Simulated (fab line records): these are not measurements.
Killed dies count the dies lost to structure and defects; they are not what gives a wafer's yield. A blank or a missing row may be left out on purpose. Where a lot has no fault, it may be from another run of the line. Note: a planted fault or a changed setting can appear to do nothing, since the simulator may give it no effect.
fab line records | flow sky130
[record] lots = 6 wafers = 18 last_day = 50
route steps=708 shown PASSIVATION@682 PAD_OPEN@694
lots untouched by any fault: they come from a run of this same line in which no faults occurred
start_h: hours from the record's opening day to when the first of the lot's shown wafers began | wait_h: hours elapsed since this lot's preceding step | " unchanged from the row above | L1.1+2: several wafers, shown together as one row | - either no value or no given start | * or withheld: withheld | < > ~ a bound
route shown NAME@n: names a module that has steps shown in the file, with the first one's number in the route | usual: the fault-free wafers' mean and standard deviation | same: alike in all rows | chamber/n: place in a boat | sites: per-site readings | _std_site: standard deviation across them | _edge_site: inner sites' mean taken away from outer sites' mean | radius_mm: how far each site lies from the wafer's centre | mask NAME#n: copy n | behind: the tool/chamber that last shaped the wafer | hold: what put the lot on hold/how long, in hours/how the hold closed | device: the transistor (n, p or np) that didn't switch | end of line: at the end of the route, the tests of the same wafers | a step without rows: its recipe alone | killed: dies lost to structure and defects at the first sort, not the wafer's yield | map: a wafer's dies, x killed, . not, _ none there
set.NAME: the run value of the setting; set.NAME@STEP: its run value at that earlier step | model.NAME: the simulator's own value behind a step, which no gauge read
lots at some steps of the route; a table a step, a row a wafer
services: the hour from which a tool's chamber was out of use, counted from the record's first day as start_h (under 0 if before that day), plus the number of hours and why
[[steps]]
[step SKY_PASSIVATION_THK_MEAS_01]
[recipe] reads = SiO2_of_PASSIVATION_CVD_00
[usual] PASSIVATION_CVD_00_THK = 89.9/1.1
// columns lot.wafer tool chamber start_h wait_h PASSIVATION_CVD_00_THK[nm]
L592.3 film_metro-02 - 1064.44 - 90.0
L592.4 " - " " 90.6
L592.6 " - " " 91.0
L594.2 film_metro-04 - 1087.44 - 88.6
L594.3 " - " " 90.1
L594.5 " - " " 90.9
L596.1 film_metro-02 - 1106.02 - 88.8
L596.3 " - " " 89.5
L596.4 " - " " 91.6
L600.2 film_metro-02 - 1122.04 - 88.0
L600.3 " - " " 88.8
L600.4 " - " " 89.6
L603.2 film_metro-01 - 1138.42 - 88.3
L603.5 " - " " 89.9
L603.6 " - " " 89.7
L607.1 film_metro-04 - 1155.56 - 89.4
L607.2 " - " " 87.1
L607.6 " - " " 88.5
[step SKY_PASSIVATION_CVD_02]
[recipe] material = Si3N4 target_thk_nm = 540 temp_c = 400 time_s = withheld rf_w = 450
[usual] heater_power_w = 778/140
// columns lot.wafer tool chamber start_h wait_h heater_power_w
L592.3 pecvd-02 1 1064.48 0.0 873
L592.4 " 0 " " 916
L592.6 " 2 " " 855
L594.2 pecvd-01 0 1087.49 0.0 885
L594.3 " 1 " " 436
L594.5 " 2 " " 875
L596.1 pecvd-01 2 1106.08 0.1 812
L596.3 " 0 " " 883
L596.4 " 0 " " 720
L600.2 pecvd-02 1 1122.09 0.0 835
L600.3 " 0 " " 785
L600.4 " 1 " " 867
L603.2 pecvd-03 2 1138.47 0.0 726
L603.5 " 1 " " 777
L603.6 " 2 " " 730
L607.1 pecvd-03 2 1155.62 0.1 608
L607.2 " 0 " " 682
L607.6 " 1 " " 785
[step SKY_PASSIVATION_THK_MEAS_03]
[recipe] reads = Si3N4_of_PASSIVATION_CVD_02
[usual] PASSIVATION_CVD_02_THK = 539/7
// columns lot.wafer tool chamber start_h wait_h PASSIVATION_CVD_02_THK[nm]
L592.3 film_metro-04 - 1064.73 - 527
L592.4 " - " " 531
L592.6 " - " " 540
L594.2 film_metro-04 - 1087.72 - 534
L594.3 " - " " 546
L594.5 " - " " 555
L596.1 film_metro-01 - 1106.30 - 537
L596.3 " - " " 536
L596.4 " - " " 539
L600.2 film_metro-01 - 1122.32 - 535
L600.3 " - " " 533
L600.4 " - " " 537
L603.2 film_metro-01 - 1138.70 - 534
L603.5 " - " " 545
L603.6 " - " " 543
L607.1 film_metro-01 - 1155.84 - 535
L607.2 " - " " 531
L607.6 " - " " 542
[step SKY_PASSIVATION_DEHYDRATE_04]
[recipe] temp_c = 200 time_s = 60
[step SKY_PASSIVATION_HMDS_05]
[recipe] prime_time_s = 60 prime_temp_c = 120
[step SKY_PASSIVATION_COAT_06]
[recipe] spin_rpm = 2000 resist_thk_nm = 3000
[step SKY_PASSIVATION_SOFTBAKE_07]
[recipe] temp_c = 110 time_s = withheld
[step SKY_PASSIVATION_EXPOSE_08]
[recipe] mask_id = NSM target_cd_nm = 3000 na = 0.57 dose_mj = 260
[step SKY_PASSIVATION_PEB_09]
[recipe] temp_c = 115 time_s = withheld
[step SKY_PASSIVATION_DEVELOP_10]
[recipe] develop_time_s = 60 dev_temp_c = 23
[step SKY_PASSIVATION_ETCH_11]
[recipe] chemistry = CF4/O2 target_depth_nm = 725 stop_on = AlCu source_w = 800 bias_w = 150 pressure_mtorr = 150 cf4_flow_sccm = 80 O2_flow_sccm = 10 time_s = 161.1
[usual] cf4_flow_sccm = 80.03/0.25 drypump_motor_current_A = 5.4/0.45 oes_product_au = 0.978/0.007 throttle_valve_pct = 5.963/0.0095
// columns lot.wafer tool chamber start_h wait_h cf4_flow_sccm drypump_motor_current_A oes_product_au rf_hours_counter_h throttle_valve_pct
L592.3 rie_diel-03 0 1085.88 - 80.30 5.8 0.966 19 5.960
L592.4 " 1 " " 79.74 5.1 0.963 18 5.953
L592.6 " 2 " " 79.76 4.9 0.969 - 5.960
L594.2 rie_diel-02 1 1107.63 - 79.96 5.1 0.973 10 5.975
L594.3 " 2 " " 80.24 6.4 0.987 9 5.969
L594.5 " 2 " " 79.61 6.4 0.987 - 5.952
L596.1 rie_diel-04 1 1125.80 - 80.21 4.9 0.980 13 5.966
L596.3 " 0 " " 79.74 5.4 0.971 12 5.968
L596.4 " 2 " " 80.00 4.9 0.981 8 5.967
L600.2 rie_diel-03 0 1141.53 - 79.83 5.8 0.974 21 5.961
L600.3 " 3 " " 79.52 5.1 0.981 14 5.972
L600.4 " 2 " " 80.17 4.9 0.982 23 5.953
L603.2 rie_diel-03 1 1156.90 - 80.13 5.1 0.975 20 5.984
L603.5 " 1 " " 79.99 5.1 0.973 - 5.955
L603.6 " 0 " " 80.05 5.8 0.997 - 5.963
L607.1 rie_diel-02 2 1173.09 - 79.87 6.4 0.978 12 5.968
L607.2 " 1 " " 79.77 5.1 0.969 13 5.970
L607.6 " 0 " " 79.99 5.9 0.974 - 5.970
[step SKY_PASSIVATION_STRIP_12]
[recipe] chemistry = O2/N2 power_w = 1400 pressure_mtorr = 1500 platen_temp_c = withheld overash_fraction = 0.7 o2_flow_sccm = 3000 n2_flow_sccm = 300
[usual] drypump_motor_current_A = 5.7/0.57 oes_product_au = 0.660/0.0045 strip_time_to_endpoint_s = 31.50/0.16
// columns lot.wafer tool chamber start_h wait_h drypump_motor_current_A oes_product_au rf_hours_counter_h strip_time_to_endpoint_s
L592.3 plasma_asher-01 0 1086.02 0.1 6.4 0.662 - 31.55
L592.4 " 1 " " 5.0 0.662 - 31.63
L592.6 " 1 " " 5.0 0.654 - 31.41
L594.2 plasma_asher-04 1 1107.74 0.1 5.0 0.657 4 31.57
L594.3 " 1 " " 5.0 0.665 - 31.47
L594.5 " 1 " " 4.9 0.657 - 31.42
L596.1 plasma_asher-02 0 1125.90 0.1 6.3 0.662 65 31.40
L596.3 " 1 " " 5.4 0.652 - 31.49
L596.4 " 0 " " 6.3 0.661 - 31.66
L600.2 plasma_asher-04 1 1141.64 0.1 5.0 0.662 7 31.58
L600.3 " 1 " " 4.9 0.667 - 31.62
L600.4 " 0 " " 5.9 0.659 - 31.55
L603.2 plasma_asher-04 1 1157.00 0.1 5.0 0.667 9 31.84
L603.5 " 1 " " 5.0 0.663 - 31.74
L603.6 " 0 " " 5.8 0.660 - 31.70
L607.1 plasma_asher-02 0 1173.19 0.1 6.3 0.655 70 31.19
L607.2 " 1 " " 5.5 0.660 70 31.38
L607.6 " 1 " " 5.4 0.660 - 31.23
[step SKY_PAD_OPEN_DEHYDRATE_00]
[recipe] temp_c = 200 time_s = 60
[usual] heater_power_total_W = 160.37/0.12 plate_temp_C = 200.00/0.15 run_length_s = 89.15/0.16
// columns lot.wafer tool chamber start_h wait_h heater_power_total_W plate_temp_C run_length_s
L592.3 litho_track-04 0 1095.58 9.5 160.48 200.08 89.03
L592.4 " 0 " " 160.39 200.18 89.35
L592.6 " 0 " " 160.49 200.08 89.05
L594.2 litho_track-01 0 1116.99 9.2 160.51 200.13 89.14
L594.3 " 0 " " 160.35 200.03 89.42
L594.5 " 0 " " 160.33 200.12 89.18
L596.1 litho_track-04 0 1134.83 8.9 160.57 199.80 89.28
L596.3 " 0 " " 160.51 199.78 88.98
L596.4 " 0 " " 160.27 199.90 89.05
L600.2 litho_track-01 0 1150.24 8.6 160.38 199.85 95.03
L600.3 " 0 " " 160.44 199.93 95.12
L600.4 " 0 " " 160.44 199.94 95.11
L603.2 litho_track-01 0 1165.84 8.8 160.62 199.86 95.18
L603.5 " 0 " " 160.40 200.13 94.96
L603.6 " 0 " " 160.37 200.07 94.74
L607.1 litho_track-04 0 1181.58 8.4 160.21 200.06 88.96
L607.2 " 0 " " 160.24 199.89 88.96
L607.6 " 0 " " 160.43 200.09 88.98
[step SKY_PAD_OPEN_HMDS_01]
[recipe] prime_time_s = 60 prime_temp_c = 120
[step SKY_PAD_OPEN_PROBE_99]
[usual] defect_limited_yield = 82.4/1.7 killed_at_M0_to_M3 = 44/6.9 killed_at_M4_up = 3.3/1.7 killed_at_contacts = 24/4.7 killed_at_front_end = 15/4.5 killed_at_other = 0.2/0.49 killed_dies = 86/8.4 killed_open = 47/6.5 killed_short = 39/6 sort_bin_3_pad_short = 0.9/0.4 sort_bin_5_function = 10.4/1.5 sort_bin_6_memory = 6.3/1 sort_n_pass = 406/8.4 sort_yield_pct = 82.4/1.7
[same] gross_dies = 492 killed_at_back_side = 0 sort_bin_4_leakage[%] = 0 sort_bin_8_speed[%] = 0
// columns lot.wafer tool chamber start_h wait_h defect_limited_yield[%] killed_at_M0_to_M3 killed_at_M4_up killed_at_contacts killed_at_front_end killed_at_other killed_dies killed_open killed_short sort_bin_3_pad_short[%] sort_bin_5_function[%] sort_bin_6_memory[%] sort_n_pass sort_yield_pct[%]
L592.3 prober-01 - 1108.13 0.2 80.5 46 2 27 20 1 96 48 48 1.6 9.8 8.1 396 80.5
L592.4 prober-01 - 1108.18 0.2 77.8 64 2 23 20 0 109 54 55 0.6 14.2 7.3 383 77.8
L592.6 prober-01 - 1108.28 0.2 82.5 42 2 24 18 0 86 49 37 1.0 9.8 6.7 406 82.5
L603.2 prober-02 - 1176.69 0.1 83.9 44 3 22 10 0 79 34 45 1.0 9.6 5.5 413 83.9
L603.5 prober-02 - 1176.84 0.2 80.7 46 5 27 17 0 95 51 44 1.6 9.8 7.9 397 80.7
L603.6 prober-02 - 1176.89 0.2 83.5 41 2 22 16 0 81 50 31 0.2 10.8 5.5 411 83.5
L607.1 prober-01 - 1192.06 0.1 78.9 52 1 26 25 0 104 57 47 0.6 14.0 6.5 388 78.9
L607.2 prober-01 - 1192.11 0.1 80.9 61 3 13 15 2 94 53 41 0.6 11.4 7.1 398 80.9
L607.6 prober-01 - 1192.31 0.2 81.7 37 5 25 23 0 90 49 41 1.0 12.8 4.5 402 81.7
// killed by level:class
L592.3 VIA1:geometric_particle:open=10 CONTACT:geometric_particle:open=10 METAL2:geometric_particle:short=8 LI_CONTACT:geometric_particle:open=6 METAL1:geometric_particle:short=6 VIA1:geometric_particle:short=5 VIA2:geometric_particle:short=5 FIELD_ISO:geometric_particle:short=4
L592.4 VIA1:geometric_particle:open=11 VIA1:geometric_particle:short=10 VIA3:geometric_particle:short=8 METAL2:geometric_particle:short=7 VIA3:geometric_particle:open=6 CONTACT:geometric_particle:open=6 VIA2:geometric_particle:open=6 FIELD_ISO:geometric_particle:short=5
L592.6 VIA1:geometric_particle:open=10 CONTACT:geometric_particle:open=9 VIA3:geometric_particle:open=7 FIELD_ISO:geometric_particle:open=6 LI_CONTACT:geometric_particle:open=6 FIELD_ISO:geometric_particle:short=5 POLY_GATE:geometric_particle:short=5 METAL1:geometric_particle:short=5
L603.2 LOCAL_INTERCONNECT:geometric_particle:short=9 VIA1:geometric_particle:open=8 POLY_GATE:geometric_particle:short=7 CONTACT:geometric_particle:open=7 VIA1:geometric_particle:short=5 VIA2:geometric_particle:open=5 VIA3:geometric_particle:short=5 METAL3:geometric_particle:short=4
L603.5 VIA1:geometric_particle:open=11 LI_CONTACT:geometric_particle:open=9 POLY_GATE:geometric_particle:open=7 LOCAL_INTERCONNECT:geometric_particle:short=7 CONTACT:geometric_particle:open=6 VIA2:geometric_particle:open=6 VIA1:geometric_particle:short=6 METAL1:geometric_particle:short=5
L603.6 VIA1:geometric_particle:open=9 CONTACT:geometric_particle:open=9 VIA2:geometric_particle:short=8 FIELD_ISO:geometric_particle:open=7 VIA2:geometric_particle:open=6 VIA3:geometric_particle:open=6 LI_CONTACT:geometric_particle:open=5 LOCAL_INTERCONNECT:geometric_particle:short=4
L607.1 FIELD_ISO:geometric_particle:short=10 LI_CONTACT:geometric_particle:open=10 VIA1:geometric_particle:open=9 VIA2:geometric_particle:short=8 VIA3:geometric_particle:open=8 POLY_GATE:geometric_particle:open=7 CONTACT:geometric_particle:open=7 VIA2:geometric_particle:open=5
L607.2 VIA1:geometric_particle:open=19 METAL2:geometric_particle:short=8 VIA2:geometric_particle:open=8 POLY_GATE:geometric_particle:open=6 VIA3:geometric_particle:open=5 CONTACT:geometric_particle:open=5 METAL1:geometric_particle:short=4 VIA1:geometric_particle:short=4
L607.6 VIA1:geometric_particle:open=9 VIA3:geometric_particle:open=8 FIELD_ISO:geometric_particle:open=7 CONTACT:geometric_particle:open=7 FIELD_ISO:geometric_particle:short=6 METAL4:geometric_particle:short=5 CONTACT:geometric_particle:short=5 LI_CONTACT:geometric_particle:open=5
[[services]]
// columns tool chamber start_h hours kind
plasma_asher-01 - 1045.97 1.5 repair
pecvd-02 0 1053.81 2.1 scheduled_down
plasma_asher-04 - 1055.25 9.0 pm
plasma_asher-04 0 1055.25 9.0 vent_cycle
plasma_asher-04 1 1055.25 9.0 vent_cycle
plasma_asher-04 0 1064.25 - clean
plasma_asher-04 1 1064.25 - clean
pecvd-02 2 1075.02 2.1 scheduled_down
pecvd-01 0 1081.88 2.1 scheduled_down
pecvd-03 - 1087.35 1.0 repair
plasma_asher-02 - 1102.52 1.6 repair
pecvd-02 - 1106.00 6.0 pm
plasma_asher-04 - 1110.06 2.8 pm
pecvd-03 0 1119.82 16.5 scheduled_down
rie_diel-03 2 1150.72 13.9 repair
plasma_asher-01 - 1151.02 0.5 repair
rie_diel-03 1 1166.75 7.7 repair
pecvd-03 - 1172.84 2.8 pm
rie_diel-03 2 1178.12 - clean
rie_diel-03 2 1178.12 - consumable_replace:focus_ring
rie_diel-03 2 1178.12 17.4 scheduled_down
rie_diel-03 2 1178.12 17.4 vent_cycle
pecvd-01 0 1180.62 - clean
pecvd-01 0 1180.62 - consumable_replace:showerhead
[[key]]
[first_sign] step = SKY_PAD_OPEN_DEHYDRATE_00 reading = run_length_s direction = up sigmas = 37 usual = * struck = *
effect none on later readings
met_at SKY_PAD_OPEN_DEHYDRATE_00
struck_wafers L600.2,L600.3,L600.4,L603.2,L603.5,L603.6
onset_between 1116.99 1150.24
[fault] kind = process_parameter_drift tool = litho_track-01 chamber = - onset_h = 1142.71 steps = SKY_PAD_OPEN_DEHYDRATE_00 channel = time_s offset = * shape = step end_h = 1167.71 acts_in = * stated = *
